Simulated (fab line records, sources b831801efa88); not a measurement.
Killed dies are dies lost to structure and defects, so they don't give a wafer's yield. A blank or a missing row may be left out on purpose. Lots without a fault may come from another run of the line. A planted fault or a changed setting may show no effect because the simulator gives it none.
Which tool did it? | flow sky130 | 6 lots, 18 wafers sampled, at 4 steps of a route of 708

WHAT THE GAUGES READ, wafer by wafer
SKY_PAD_OPEN_BOW_MEAS_13.
lot  | measured     | on            | PAD_OPEN_BOW (um)
L799 | day 46 03:19 | film_metro-03 | 44 42 36
L801 | day 46 13:47 | film_metro-02 | 40 42 53
L804 | day 47 05:47 | film_metro-03 | 47 50 46
L806 | day 47 23:02 | film_metro-03 | 42 49 28
L812 | day 49 18:19 | film_metro-02 | 59 48 37
L815 | day 50 05:41 | film_metro-03 | 47 60 53

WHICH TOOL RAN EACH LOT (tool, then ch and the chambers of the sampled wafers, then the start)
lot  | SKY_VIA3_SPUTTER_20          | SKY_METAL4_SPUTTER_02        | SKY_VIA4_CVD_18
L799 | pvd_sputter-02, day 40 00:06 | pvd_sputter-03, day 40 00:49 | cvd_w-02 ch 0,1, day 43 04:00
L801 | pvd_sputter-01, day 40 11:42 | pvd_sputter-02, day 40 12:25 | cvd_w-02 ch 0,1, day 43 15:11
L804 | pvd_sputter-04, day 41 09:07 | pvd_sputter-02, day 41 09:50 | cvd_w-01 ch 0,1, day 44 10:35
L806 | pvd_sputter-02, day 42 05:43 | pvd_sputter-03, day 42 06:26 | cvd_w-01 ch 0,1, day 45 06:32
L812 | pvd_sputter-01, day 44 11:24 | pvd_sputter-02, day 44 12:07 | cvd_w-01 ch 0,1, day 47 06:06
L815 | pvd_sputter-01, day 45 01:32 | pvd_sputter-02, day 45 02:37 | cvd_w-02 ch 0,1, day 47 18:41
- SKY_VIA3_SPUTTER_20: material TiN, target thk 20 nm, time 80 s.
- SKY_METAL4_SPUTTER_02: material AlCu, target thk 735 nm, time 39.1 s.
- SKY_VIA4_CVD_18: deposits W, target thk 505 nm, time 152.14 s.

THE ANSWER, worked out from the rows above alone
Rule: what is usual is taken from the lots themselves. Put in order of their means at a reading, lots are off if they are a third of the lots or fewer, leave a main group of 4 or more, and stand apart from it by a gap of 3 or more times the standard deviation of the main group's means; of several such gaps the widest counts. A main group whose means are all the same, to the digits that the tables above print for the reading, isn't used. A lot without any number at a reading at which 4 lots or more have one is off too. The other lots that the step has rows for count as sound.
No lot is off at any reading shown: from this, nothing can be told.

WHAT THE SIMULATOR HAD PUT IN
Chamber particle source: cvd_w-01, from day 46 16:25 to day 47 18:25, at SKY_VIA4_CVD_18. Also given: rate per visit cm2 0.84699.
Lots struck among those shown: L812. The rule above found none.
